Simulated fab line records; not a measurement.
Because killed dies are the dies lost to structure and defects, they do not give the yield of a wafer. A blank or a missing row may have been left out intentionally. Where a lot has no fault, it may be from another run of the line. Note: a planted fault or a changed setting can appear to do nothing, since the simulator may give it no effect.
Matching of chambers :: flow gf180mcu :: GF_V2_CMP_04 on cmp-01 has 4 sister chambers
The step polishes SiO2. 14 wafers are shown with their chamber, then 7 later ones without.

== EACH WAFER AND ITS CHAMBER ==
wafer: L658.2
chamber: 2
motor-current-A (A): 13.2
time-to-endpoint-s (s): 69

wafer: L658.3
chamber: 1
motor-current-A (A): 11.7
time-to-endpoint-s (s): 74

wafer: L658.5
chamber: 1
motor-current-A (A): 12.0
time-to-endpoint-s (s): 77

wafer: L660.1
chamber: 0
motor-current-A (A): 10.7
time-to-endpoint-s (s): 77

wafer: L660.3
chamber: 3
motor-current-A (A): 12.2
time-to-endpoint-s (s): 77

wafer: L660.6
chamber: 3
motor-current-A (A): 13.0
time-to-endpoint-s (s): 86

wafer: L664.3
chamber: 1
motor-current-A (A): 11.9
time-to-endpoint-s (s): 78

wafer: L664.4
chamber: 3
motor-current-A (A): 12.7
time-to-endpoint-s (s): 93

wafer: L664.6
chamber: 1
motor-current-A (A): 11.6
time-to-endpoint-s (s): 86

wafer: L667.1
chamber: 3
motor-current-A (A): 12.5
time-to-endpoint-s (s): 77

wafer: L667.2
chamber: 2
motor-current-A (A): 13.7
time-to-endpoint-s (s): 75

wafer: L667.3
chamber: 1
motor-current-A (A): 11.4
time-to-endpoint-s (s): 78

wafer: L675.1
chamber: 1
motor-current-A (A): 11.5
time-to-endpoint-s (s): 75

wafer: L675.4
chamber: 2
motor-current-A (A): 13.9
time-to-endpoint-s (s): 83

SIGNATURES (means of the wafers above)
reading: motor-current-A
chamber 0: 10.700
chamber 1: 11.683
chamber 2: 13.600
chamber 3: 12.600
scatter within a chamber: 0.295

reading: time-to-endpoint-s
chamber 0: 77.00
chamber 1: 78.00
chamber 2: 75.67
chamber 3: 83.25
scatter within a chamber: 6.08
Rule: for a wafer and a chamber, the distance is found by dividing, reading by reading, the gap between the wafer's reading and the chamber's mean by the reading's scatter, squaring, summing and taking the root. The wafer belongs to the nearest chamber; if the next one is less than 2 further off, it can't be placed. The scatter: take each reading less its chamber's mean, square it, sum over the shown wafers, divide by the number of wafers less the number of chambers, and take the root.

== WAFERS MISSING THEIR CHAMBER ==
wafer: L675.5
motor-current-A (A): 13.9
time-to-endpoint-s (s): 81

wafer: L679.1
motor-current-A (A): 13.3
time-to-endpoint-s (s): 79

wafer: L679.3
motor-current-A (A): 13.2
time-to-endpoint-s (s): 88

wafer: L679.6
motor-current-A (A): 13.4
time-to-endpoint-s (s): 77

wafer: L680.1
motor-current-A (A): 11.8
time-to-endpoint-s (s): 71

wafer: L680.3
motor-current-A (A): 13.1
time-to-endpoint-s (s): 78

wafer: L680.4
motor-current-A (A): 11.1
time-to-endpoint-s (s): 70

== CHAMBER TAKEN BY EACH ==
wafer: L675.5
from the rows above: 2
in truth: 2

wafer: L679.1
from the rows above: can't be placed: 2 or 3
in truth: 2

wafer: L679.3
from the rows above: can't be placed: 3 or 2
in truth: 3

wafer: L679.6
from the rows above: 2
in truth: 2

wafer: L680.1
from the rows above: 1
in truth: 1

wafer: L680.3
from the rows above: can't be placed: 2 or 3
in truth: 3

wafer: L680.4
from the rows above: can't be placed: 0 or 1
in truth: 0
Correct placement for 3 of the 7. Not placeable from these rows: 4 (in 4, the candidates include the true chamber). Wrongly placed: 0.
